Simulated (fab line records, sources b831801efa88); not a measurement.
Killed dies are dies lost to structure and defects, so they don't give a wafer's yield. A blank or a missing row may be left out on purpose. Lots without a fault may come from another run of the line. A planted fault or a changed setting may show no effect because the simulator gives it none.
Chamber matching | flow gf180mcu | GF_V5_CMP_04 on cmp-02: 4 sister chambers
The step polishes SiO2. 4 wafers are shown with their chamber, then 11 later ones without.

WAFERS WITH THEIR CHAMBER
wafer  | chamber | motor_current_A (A)
L090.2 | 1       | 13.4
L090.3 | 3       | 12.6
L090.4 | 0       | 12.9
L092.2 | 2       | 12.6

WAFERS WITHOUT THEIR CHAMBER
wafer  | motor_current_A (A)
L092.3 | 12.9
L092.6 | 12.2
L094.1 | 13.1
L094.2 | 12.9
L094.4 | 12.4
L095.4 | 12.4
L095.5 | 12.9
L095.6 | 13.3
L096.3 | 12.8
L096.4 | 13.0
L096.5 | 13.1

WHICH CHAMBER EACH WENT THROUGH
wafer  | from the rows above               | in truth
L092.3 | can't be placed: 0 or 2 or 3      | 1
L092.6 | can't be placed: 2 or 3 or 0      | 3
L094.1 | can't be placed: 0 or 1 or 2 or 3 | 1
L094.2 | can't be placed: 0 or 2 or 3      | 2
L094.4 | can't be placed: 2 or 3 or 0      | 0
L095.4 | can't be placed: 2 or 3 or 0      | 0
L095.5 | can't be placed: 0 or 2 or 3      | 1
L095.6 | can't be placed: 1 or 0           | 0
L096.3 | can't be placed: 0 or 2 or 3      | 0
L096.4 | can't be placed: 0 or 1 or 2 or 3 | 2
L096.5 | can't be placed: 0 or 1 or 2 or 3 | 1
Placed correctly: 0 of 11. Can't be placed from these rows: 11 (the true chamber is among the candidates in 9). Placed wrongly: 0.
How it was worked out, from the rows above alone: a wafer's distance from a chamber is the root of the sum, over the readings, of the square of ((its reading less the chamber's mean) divided by the reading's scatter). The wafer belongs to the nearest chamber; if the next one is less than 2 further off, it can't be placed. A chamber's mean is the mean of its shown wafers. The scatter: with one shown wafer a chamber, the root of the mean of the squares of how far each hidden wafer lies from its nearest shown one.
